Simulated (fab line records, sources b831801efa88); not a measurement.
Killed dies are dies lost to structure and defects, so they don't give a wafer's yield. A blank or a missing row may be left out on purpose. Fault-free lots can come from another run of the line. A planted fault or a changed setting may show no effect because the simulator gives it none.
fab line records | flow sfqLine
record lots=6 wafers=18 lastDay=91
route steps=325 shown I3@137 M4@148
lots with no fault: from the same line, run without faults
startH: start of the lot's first displayed wafer, in hours after the record's first day | waitH: how many hours have passed since the lot's step before this one | " same as the row above | L1.1+2: one row covering several wafers at once | - no value, or no start was given | * or withheld: withheld | < > ~ a bound
route shown NAME@n: a module of which the file shows steps, and the number in the route of the first | usual: average and standard deviation across the fault-free wafers | same: alike in all rows | chamber/n: place in a boat | sites: readings site by site | _std_site: the standard deviation of these | _edge_site: the outer-site mean with the inner-site mean subtracted | radiusMm: how far each site lies from the wafer's centre | mask NAME#n: copy n | behind: the most recent tool/chamber to have shaped the wafer | hold: why the lot went on hold/how many hours it stayed there/how the hold came to an end | device: which transistor (n, p or np) failed to switch | end of line: at the end of the route, the tests of the same wafers | step lacking rows: just its recipe | killed: count of dies lost to structure and defects at first sort (not the wafer's yield) | map: a wafer's dies, marking killed ones x, the rest . and places with no die _
set.NAME: the setting as run; set.NAME@STEP: as run at that earlier step | model.NAME: the simulator's own value behind a step, which no gauge read
lots at some steps of the route; a table a step, a row a wafer
services: a tool's chamber out of use, with start hour (startH, from the record's first day; less than 0 if before it), hours out, and reason
## steps
# step SFQ_TRILAYER_I3_VIA_LITHO_COAT_090
# recipe resist=BARC spinRpm=3000 resistThkNm=62
# step SFQ_TRILAYER_I3_VIA_LITHO_COAT_085
# recipe resist=KrF spinRpm=3000 resistThkNm=646.2
# step SFQ_TRILAYER_I3_VIA_LITHO_SOFTBAKE_089
# recipe tempC=withheld timeS=withheld resist=KrF
# step SFQ_TRILAYER_I3_VIA_LITHO_EXPOSE_086
# recipe maskId=I3 na=0.6 sourceShape=conventional sigmaOuter=0.65 targetCdNm=500 doseMj=21.3
# step SFQ_TRILAYER_I3_VIA_LITHO_PEB_088
# recipe pebTempC=115 pebTimeS=62.31 resist=KrF
# usual plateSensorTCentreC=115.95/0.0099 plateSensorTEdgeC=116.08/0.01
# columns lot.wafer tool chamber startH waitH plateSensorTCentreC plateSensorTEdgeC
L337.2 lithoTrack-01 0 1077.57 0.9 115.96 116.1
L337.3 " 0 " " 115.95 116.1
L337.5 " 0 " " 115.96 116.08
L340.1 lithoTrack-01 0 1087.08 1.0 115.95 116.08
L340.2 " 0 " " 115.94 116.09
L340.5 " 0 " " 115.95 116.07
L342.1 lithoTrack-01 0 1097.88 1.0 115.94 116.1
L342.2 " 0 " " 115.95 116.09
L342.5 " 0 " " 115.95 116.09
L348.2 lithoTrack-03 0 1163.89 0.8 115.95 116.09
L348.5 " 0 " " 115.95 116.09
L348.6 " 0 " " 115.93 116.09
L349.3 lithoTrack-03 0 1166.32 0.7 115.95 116.07
L349.4 " 0 " " 115.94 116.07
L349.6 " 0 " " 115.95 116.07
L358.1 lithoTrack-01 0 1241.91 1.0 115.94 116.09
L358.4 " 0 " " 115.94 116.09
L358.6 " 0 " " 115.94 116.09
# step SFQ_TRILAYER_I3_VIA_LITHO_DEVELOP_087
# recipe timeS=60 resist=KrF
# step SFQ_I3_OVL_MEAS_923
# usual I3_OVL=2/5.6
# columns lot.wafer tool chamber startH waitH I3_OVL[nm]
L337.2 overlay-01 - 1077.85 0.1 3
L337.3 " - " " 11
L337.5 " - " " 4
L340.1 overlay-01 - 1087.38 0.1 0
L340.2 " - " " 5
L340.5 " - " " 5
L342.1 overlay-02 - 1098.18 0.1 5
L342.2 " - " " 3
L342.5 " - " " 4
L348.2 overlay-01 - 1164.17 0.1 11
L348.5 " - " " 7
L348.6 " - " " 6
L349.3 overlay-01 - 1166.58 0.1 2
L349.4 " - " " 3
L349.6 " - " " 0
L358.1 overlay-02 - 1242.21 0.1 12
L358.4 " - " " 3
L358.6 " - " " 12
# step SFQ_TRILAYER_I3_VIA_BARC_OPEN_VIA_ETCH_121
# recipe maskMaterial=PR chemistry=O2 targetDepthNm=125 target=BARC sourceW=500 biasW=80 pressureMtorr=30 timeS=41.7
# usual drypumpMotorCurrentA=5.9/0.51 oesProductAu=0.685/0.0047 rfFwdPowerW=494.7/1.8
# columns lot.wafer tool chamber startH waitH drypumpMotorCurrentA oesProductAu rfFwdPowerW rfHoursCounterH
L337.2 rieDiel-04 0 1077.88 0.0 5.7 0.677 496.4 19
L337.3 " 2 " " 6.5 0.684 495.4 12
L337.5 " 3 " " 6.1 0.686 498.0 -
L340.1 rieDiel-01 3 1087.42 0.0 6.2 0.682 492.0 10
L340.2 " 0 " " 6.0 0.690 495.4 10
L340.5 " 1 " " 6.0 0.686 492.4 -
L342.1 rieDiel-04 1 1098.22 0.0 4.7 0.675 494.9 5
L342.2 " 3 " " 6.1 0.691 500.0 6
L342.5 " 1 " " 4.7 0.679 496.3 -
L348.2 rieDiel-01 1 1164.20 0.0 6.0 0.685 493.8 5
L348.5 " 1 " " 6.1 0.685 494.7 -
L348.6 " 0 " " 6.0 0.681 496.1 -
L349.3 rieDiel-03 0 1166.60 0.0 5.8 0.691 495.5 1
L349.4 " 3 " " 5.8 0.680 496.3 -
L349.6 " 0 " " 5.7 0.692 493.9 -
L358.1 rieDiel-03 3 1242.25 0.0 5.9 0.694 490.6 6
L358.4 " 2 " " 5.7 0.685 494.9 7
L358.6 " 3 " " 5.9 0.688 491.4 -
# step SFQ_TRILAYER_I3_VIA_ETCH_VIA_ETCH_088
# recipe target=SiO2 stopOn=Nb maskMaterial=PR taperDeg=20 chemistry=CHF3 targetDepthNm=260 sourceW=500 biasW=80 pressureMtorr=30 timeS=withheld
# usual drypumpMotorCurrentA=5.9/0.5 oesProductAu=0.856/0.0054 rfFwdPowerW=497.9/1.6
# columns lot.wafer tool chamber startH waitH drypumpMotorCurrentA oesProductAu rfFwdPowerW
L337.2 rieDiel-04 0 1077.92 0.0 5.7 0.857 498.4
L337.3 " 2 " " 6.5 0.862 495.3
L337.5 " 3 " " 6.1 0.857 497.8
L340.1 rieDiel-01 3 1087.46 0.0 6.2 0.853 496.5
L340.2 " 0 " " 6.0 0.864 498.5
L340.5 " 1 " " 6.0 0.859 501.5
L342.1 rieDiel-04 1 1098.26 0.0 4.7 0.854 498.4
L342.2 " 3 " " 6.1 0.850 499.6
L342.5 " 1 " " 4.7 0.853 498.9
L348.2 rieDiel-01 1 1164.24 0.0 6.0 0.859 496.9
L348.5 " 1 " " 6.0 0.852 501.0
L348.6 " 0 " " 6.0 0.854 498.5
L349.3 rieDiel-03 0 1166.64 0.0 5.7 0.856 498.0
L349.4 " 3 " " 5.8 0.851 497.9
L349.6 " 0 " " 5.8 0.855 498.2
L358.1 rieDiel-03 3 1242.29 0.0 5.9 0.851 498.9
L358.4 " 2 " " 5.6 0.857 497.8
L358.6 " 3 " " 5.9 0.868 497.8
# step SFQ_TRILAYER_I3_VIA_STRIP_STRIP_089
# recipe gas=O2 powerW=200 platenTempC=40 overashFraction=0.65 chemistry=O2 pressureMtorr=50
# step SFQ_TRILAYER_I3_VIA_STRIP_SOLV_CLEAN_090
# recipe chemistry=NMP tempC=70 timeS=600
# step SFQ_TRILAYER_M4_DEP_PRE_CLEAN_092
# recipe gas=Ar timeS=22.5 biasV=250
# step SFQ_TRILAYER_M4_DEP_SPUTTER_091
# recipe material=Nb basePressurePa=1.33e-06 chamberPressurePa=0.1333 substrateTempC=20 resputterCathodeVoltageV=400 targetThkNm=200 powerW=2000 timeS=133.3
# usual throttleValvePct=30.4/1.1
# columns lot.wafer tool chamber startH waitH throttleValvePct
L337.2 pvdSputter-03 - 1078.85 0.0 30.8
L337.3 " - " " 30.2
L337.5 " - " " 30.9
L340.1 pvdSputter-03 - 1088.38 0.0 30.4
L340.2 " - " " 30.8
L340.5 " - " " 30.9
L342.1 pvdSputter-05 - 1099.19 0.0 30.8
L342.2 " - " " 31.9
L342.5 " - " " 30.9
L348.2 pvdSputter-04 - 1165.17 0.0 27.7
L348.5 " - " " 30.7
L348.6 " - " " 29.3
L348.2 pvdSputter-04 - 1165.43 0.2 27.7
L348.5 " - " " 30.7
L348.6 " - " " 29.4
L349.3 pvdSputter-04 - 1167.57 0.0 31.0
L349.4 " - " " 30.5
L349.6 " - " " 30.8
L358.1 pvdSputter-05 - 1243.22 0.0 31.1
L358.4 " - " " 29.7
L358.6 " - " " 29.6
L358.1 pvdSputter-05 - 1243.48 0.2 30.9
L358.4 " - " " 29.7
L358.6 " - " " 30.0
# step SFQ_M4_RS_MEAS_924
# recipe thkMeasGauge=four-point-probe reads=Nb_of_TRILAYER_M4_DEP_SPUTTER_091
# usual M4_NB_RS=0.889/0.0084
# columns lot.wafer tool chamber startH waitH M4_NB_RS[ohm/sq]
L337.2 filmMetro-03 - 1078.96 0.1 0.889
L337.3 " - " " 0.868
L337.5 " - " " 0.890
L340.1 filmMetro-03 - 1088.47 0.0 0.886
L340.2 " - " " 0.896
L340.5 " - " " 0.886
L342.1 filmMetro-04 - 1099.28 0.0 0.880
L342.2 " - " " 0.882
L342.5 " - " " 0.881
L348.2 filmMetro-01 - 1165.54 0.1 0.446
L348.5 " - " " 0.443
L348.6 " - " " 0.446
L349.3 filmMetro-01 - 1167.71 0.1 0.893
L349.4 " - " " 0.894
L349.6 " - " " 0.890
L358.1 filmMetro-03 - 1243.57 0.0 0.437
L358.4 " - " " 0.438
L358.6 " - " " 0.439
# step SFQ_TRILAYER_M4_LITHO_COAT_098
# recipe resist=BARC spinRpm=3000 resistThkNm=62
# step SFQ_TRILAYER_M4_LITHO_COAT_093
# recipe resist=KrF spinRpm=3000 resistThkNm=600
# step SFQ_TRILAYER_M4_LITHO_SOFTBAKE_097
# recipe tempC=withheld timeS=withheld resist=KrF
# step SFQ_TRILAYER_M4_LITHO_EXPOSE_094
# recipe maskId=M4 na=0.6 sourceShape=conventional sigmaOuter=0.65 targetCdNm=500 doseMj=14.4
# step SFQ_TRILAYER_M4_LITHO_PEB_096
# recipe pebTempC=115 pebTimeS=60 resist=KrF
# step SFQ_TRILAYER_M4_LITHO_DEVELOP_095
# recipe timeS=60 resist=KrF
# step SFQ_M4_OVL_MEAS_926
# usual M4_OVL=1/4.8
# columns lot.wafer tool chamber startH waitH M4_OVL[nm]
L337.2 overlay-02 - 1082.39 0.1 -2
L337.3 " - " " -1
L337.5 " - " " 5
L340.1 overlay-02 - 1090.90 0.1 -1
L340.2 " - " " 4
L340.5 " - " " 2
L342.1 overlay-01 - 1106.59 0.1 -8
L342.2 " - " " 1
L342.5 " - " " -7
L348.2 overlay-02 - 1173.50 0.1 1
L348.5 " - " " 6
L348.6 " - " " -1
L349.3 overlay-02 - 1175.91 0.1 -1
L349.4 " - " " 3
L349.6 " - " " -1
L358.1 overlay-01 - 1246.04 0.1 5
L358.4 " - " " 11
L358.6 " - " " 6
# step SFQ_TRILAYER_M4_BARC_OPEN_METAL_ETCH_123
# recipe maskMaterial=PR chemistry=O2 targetDepthNm=125 target=BARC icpW=600 biasW=80 pressureMtorr=10 timeS=41.7
# usual drypumpMotorCurrentA=5.7/0.49 oesProductAu=0.685/0.0047 rfFwdPowerW=593.8/2.5
# columns lot.wafer tool chamber startH waitH drypumpMotorCurrentA oesProductAu rfFwdPowerW rfHoursCounterH
L337.2 rieMetal-03 0 1082.42 0.0 5.5 0.685 593.8 117
L337.3 " 1 " " 5.2 0.685 592.7 -
L337.5 " 0 " " 5.5 0.687 593.4 -
L340.1 rieMetal-04 0 1090.93 0.0 6.2 0.676 592.4 18
L340.2 " 1 " " 6.2 0.691 594.9 98
L340.5 " 0 " " 6.2 0.690 594.2 -
L342.1 rieMetal-03 0 1106.62 0.0 5.5 0.687 595.8 121
L342.2 " 1 " " 5.2 0.693 591.9 96
L342.5 " 0 " " 5.5 0.692 594.6 -
L348.2 rieMetal-02 1 1173.53 0.0 5.1 0.686 595.1 140
L348.5 " 1 " " 5.1 0.688 594.6 -
L348.6 " 0 " " 6.3 0.678 594.7 -
L349.3 rieMetal-04 1 1175.95 0.0 6.2 0.684 598.0 -
L349.4 " 0 " " 6.1 0.696 592.9 -
L349.6 " 0 " " 6.2 0.685 590.3 -
L358.1 rieMetal-02 0 1246.08 0.0 6.3 0.674 593.4 68
L358.4 " 0 " " 6.3 0.678 594.6 -
L358.6 " 1 " " 5.1 0.692 593.7 -
# step SFQ_TRILAYER_M4_ETCH_METAL_ETCH_096
# recipe target=Nb stopOn=SiO2 maskMaterial=PR chemistry=Cl2/Ar targetDepthNm=240 icpW=600 biasW=80 pressureMtorr=10 timeS=120
# usual drypumpMotorCurrentA=5.7/0.49 oesProductAu=0.894/0.0062 rfFwdPowerW=596.9/1.9
# columns lot.wafer tool chamber startH waitH drypumpMotorCurrentA oesProductAu rfFwdPowerW rfHoursCounterH model.etch.depthNm model.M4.featureDepthNm
L337.2 rieMetal-03 0 1082.48 0.0 5.5 0.886 595.6 117 199.9 199.9
L337.3 " 1 " " 5.3 0.905 596.8 - 204.2 204.2
L337.5 " 0 " " 5.5 0.898 597.7 - 199.4 199.4
L340.1 rieMetal-04 0 1090.99 0.0 6.2 0.888 596.3 18 200.6 200.6
L340.2 " 1 " " 6.2 0.882 600.9 98 198.1 198.1
L340.5 " 0 " " 6.2 0.901 595.9 - 200.6 200.6
L342.1 rieMetal-03 0 1106.68 0.0 5.5 0.895 600.8 121 202.4 202.4
L342.2 " 1 " " 5.2 0.894 596.5 96 201.9 201.9
L342.5 " 0 " " 5.5 0.899 597.2 - 202.2 202.2
L348.2 rieMetal-02 1 1173.59 0.0 5.1 1.001 595.1 140 243.3 243.3
L348.5 " 1 " " 5.1 1.012 595.7 - 241.4 241.4
L348.6 " 0 " " 6.3 0.996 596.9 - 240.9 240.9
L349.3 rieMetal-04 1 1176.03 0.1 6.2 0.892 595.0 - 199.4 199.4
L349.4 " 0 " " 6.2 0.896 595.8 - 199.2 199.2
L349.6 " 0 " " 6.2 0.897 596.5 - 200.2 200.2
L358.1 rieMetal-02 0 1246.14 0.0 6.3 1.012 594.3 68 241.5 241.5
L358.4 " 0 " " 6.3 1.009 599.8 - 241 241
L358.6 " 1 " " 5.1 1.003 594.3 - 241.8 241.8
# step SFQ_TRILAYER_M4_STRIP_STRIP_097
# recipe gas=O2 powerW=200 platenTempC=40 overashFraction=0.65 chemistry=O2 pressureMtorr=50
# usual drypumpMotorCurrentA=5.7/0.49 oesProductAu=1.001/0.0093
# columns lot.wafer tool chamber startH waitH drypumpMotorCurrentA oesProductAu rfHoursCounterH
L337.2 rieMetal-03 0 1082.60 0.1 5.5 0.999 118
L337.3 " 1 " " 5.2 0.989 -
L337.5 " 0 " " 5.5 0.997 -
L340.1 rieMetal-04 0 1091.12 0.1 6.2 1.005 18
L340.2 " 1 " " 6.2 1.012 99
L340.5 " 0 " " 6.2 1.008 -
L342.1 rieMetal-03 0 1106.81 0.1 5.4 1.001 121
L342.2 " 1 " " 5.2 0.998 96
L342.5 " 0 " " 5.5 0.999 -
L348.2 rieMetal-02 1 1173.72 0.1 5.1 1.020 140
L348.5 " 1 " " 5.1 1.002 -
L348.6 " 0 " " 6.3 1.002 -
L349.3 rieMetal-04 1 1176.32 0.2 6.2 1.014 -
L349.4 " 0 " " 6.2 0.995 -
L349.6 " 0 " " 6.2 0.997 -
L358.1 rieMetal-02 0 1246.26 0.1 6.3 1.004 68
L358.4 " 0 " " 6.3 0.999 -
L358.6 " 1 " " 5.1 0.994 -
## services
# columns tool chamber startH hours kind
rieDiel-04 1 1063.68 14.9 repair
rieDiel-04 - 1078.22 1.0 repair
rieDiel-01 1 1079.64 5.6 repair
rieDiel-03 - 1089.99 14.6 pm
rieMetal-02 1 1105.74 16.0 repair
rieMetal-02 0 1106.22 29.3 repair
pvdSputter-05 - 1120.62 0.7 repair
rieDiel-03 0 1123.97 6.8 repair
rieDiel-01 3 1134.25 1.9 repair
rieDiel-01 0 1142.05 1.7 repair
rieMetal-04 0 1146.41 3.1 repair
rieMetal-02 0 1152.47 6.4 repair
rieMetal-03 - 1153.86 14.6 pm
rieDiel-03 1 1154.09 13.1 repair
rieMetal-03 - 1168.46 10.0 pm
rieMetal-02 1 1169.20 1.1 repair
rieDiel-03 1 1171.97 8.8 repair
pvdSputter-04 - 1192.88 1.0 repair
pvdSputter-05 - 1200.04 1.4 repair
rieDiel-03 2 1208.00 8.7 repair
rieDiel-04 3 1227.73 3.1 repair
rieDiel-04 2 1232.80 2.1 repair
rieDiel-03 2 1238.37 2.1 repair
rieDiel-04 - 1241.78 1.7 repair
## key
firstSign step=SFQ_TRILAYER_M4_DEP_SPUTTER_091 reading=visit direction=added
effect step=SFQ_M4_RS_MEAS_924 reading=M4_NB_RS direction=down sigmas=53 usual=0.889 struck=0.442
effect step=SFQ_TRILAYER_M4_ETCH_METAL_ETCH_096 reading=oesProductAu direction=up sigmas=18 usual=0.894 struck=1.006
modelEffect step=SFQ_TRILAYER_M4_ETCH_METAL_ETCH_096 value=etch.depthNm without=199.7 struck=241.6
metAt SFQ_TRILAYER_M4_DEP_SPUTTER_091
struckWafers L348.2,L348.5,L348.6,L358.1,L358.4,L358.6
fault kind=repeatedStepWhole tool=pvdSputter-03,pvdSputter-04,pvdSputter-05 chamber=- onsetH=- steps=SFQ_TRILAYER_M4_DEP_SPUTTER_091 times=1 scope=struckLotsOnly
